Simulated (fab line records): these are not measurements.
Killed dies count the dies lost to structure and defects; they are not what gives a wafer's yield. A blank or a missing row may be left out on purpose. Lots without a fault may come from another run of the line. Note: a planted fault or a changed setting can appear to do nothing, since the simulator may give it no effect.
Matching of chambers :: flow sky130 :: SKY_VIA2_CMP_24 on cmp-02 has 4 sister chambers
The step polishes, stops on SiO2, t overpolish 20 s, target thk 0 nm. 8 wafers are shown with their chamber, then 9 later ones without.

WAFERS WITH THEIR CHAMBER
wafer: L576.1
chamber: 1
motor-current-A (A): 10.2
overpolish-run-s (s): 20.007

wafer: L576.6
chamber: 2
motor-current-A (A): 9.1
overpolish-run-s (s): 20.005

wafer: L578.1
chamber: 2
motor-current-A (A): 9.2
overpolish-run-s (s): 20.018

wafer: L578.3
chamber: 0
motor-current-A (A): 10.5
overpolish-run-s (s): 19.995

wafer: L578.6
chamber: 3
motor-current-A (A): 13.0
overpolish-run-s (s): 20.017

wafer: L579.1
chamber: 3
motor-current-A (A): 13.6
overpolish-run-s (s): 19.991

wafer: L579.2
chamber: 1
motor-current-A (A): 9.8
overpolish-run-s (s): 20.003

wafer: L579.3
chamber: 0
motor-current-A (A): 10.5
overpolish-run-s (s): 19.980

WAFERS WHOSE CHAMBER IS MISSING
wafer: L586.2
motor-current-A (A): 14.1
overpolish-run-s (s): 19.993

wafer: L586.3
motor-current-A (A): 10.8
overpolish-run-s (s): 19.993

wafer: L586.4
motor-current-A (A): 8.9
overpolish-run-s (s): 19.999

wafer: L587.1
motor-current-A (A): 10.8
overpolish-run-s (s): 19.999

wafer: L587.4
motor-current-A (A): 9.4
overpolish-run-s (s): 19.979

wafer: L587.6
motor-current-A (A): 11.0
overpolish-run-s (s): 19.977

wafer: L592.2
motor-current-A (A): 10.3
overpolish-run-s (s): 19.999

wafer: L592.4
motor-current-A (A): 9.2
overpolish-run-s (s): 19.993

wafer: L592.5
motor-current-A (A): 10.0
overpolish-run-s (s): 20.006

CHAMBER TAKEN BY EACH
wafer: L586.2
from the rows above: 3
in truth: 3

wafer: L586.3
from the rows above: 0
in truth: 0

wafer: L586.4
from the rows above: 2
in truth: 2

wafer: L587.1
from the rows above: can't be placed: 0 or 1
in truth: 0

wafer: L587.4
from the rows above: can't be placed: 2 or 1 or 0
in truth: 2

wafer: L587.6
from the rows above: 0
in truth: 0

wafer: L592.2
from the rows above: can't be placed: 0 or 1
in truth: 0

wafer: L592.4
from the rows above: can't be placed: 2 or 1
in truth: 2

wafer: L592.5
from the rows above: 1
in truth: 1
Placed correctly: 5 of 9. These rows do not allow placing 4 (true chamber among the candidates in 4). Number placed wrongly: 0.
How it was worked out, from the rows above alone: a wafer's distance from a chamber is the root of the sum, over the readings, of the square of ((its reading less the chamber's mean) divided by the reading's scatter). The wafer belongs to the nearest chamber; if the next one is less than 2 further off, it can't be placed. A chamber's mean is the mean of its shown wafers. The scatter: take each reading less its chamber's mean, square it, sum over the shown wafers, divide by the number of wafers less the number of chambers, and take the root.
